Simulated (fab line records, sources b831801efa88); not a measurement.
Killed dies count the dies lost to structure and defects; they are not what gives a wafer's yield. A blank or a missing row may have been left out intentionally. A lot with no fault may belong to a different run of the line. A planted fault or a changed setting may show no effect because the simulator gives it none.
The tool behind it: which one? + flow gf180mcu + 6 lots with 18 wafers sampled at 2 steps, on a route of 602 steps

## WHAT THE GAUGES READ, wafer by wafer
GF_V4_BOW_MEAS_05.
| lot  | measured     | on            | V4_BOW (um) |
|------|--------------|---------------|-------------|
| L428 | day 24 05:16 | film-metro-01 | 151 153 141 |
| L430 | day 25 02:30 | film-metro-02 | 122 129 122 |
| L432 | day 25 18:15 | film-metro-02 | 140 133 141 |
| L434 | day 26 02:11 | film-metro-01 | 136 137 128 |
| L442 | day 28 15:55 | film-metro-01 | 137 131 136 |
| L444 | day 29 08:37 | film-metro-04 | 126 135 137 |

## WHICH TOOL RAN EACH LOT (tool, then ch and the chambers of the sampled wafers, then the start)
| lot  | GF_V2_SPUTTER_21             |
|------|------------------------------|
| L428 | pvd-sputter-03, day 21 02:17 |
| L430 | pvd-sputter-03, day 22 02:38 |
| L432 | pvd-sputter-03, day 22 18:29 |
| L434 | pvd-sputter-03, day 23 03:42 |
| L442 | pvd-sputter-01, day 25 23:08 |
| L444 | pvd-sputter-03, day 26 15:48 |
- GF_V2_SPUTTER_21: material Ti, target thk 15 nm, time 80.02 s.

## THE ANSWER, worked out from the rows above alone
Rule: usual is defined by the lots themselves. Put in order of their means at a reading, lots are off if they are a third of the lots or fewer, leave a main group of 4 or more, and stand apart from it by a gap of 3 or more times the standard deviation of the main group's means; of several such gaps the widest counts. A main group is skipped when, at the precision printed for the reading in the tables above, its means are all equal. Also off: a lot with no number at a reading for which 4 or more lots have one. The other lots that the step has rows for count as sound.
Nothing can be told from this: no lot is off at any reading shown.

## WHAT HAD BEEN PUT IN BY THE SIMULATOR
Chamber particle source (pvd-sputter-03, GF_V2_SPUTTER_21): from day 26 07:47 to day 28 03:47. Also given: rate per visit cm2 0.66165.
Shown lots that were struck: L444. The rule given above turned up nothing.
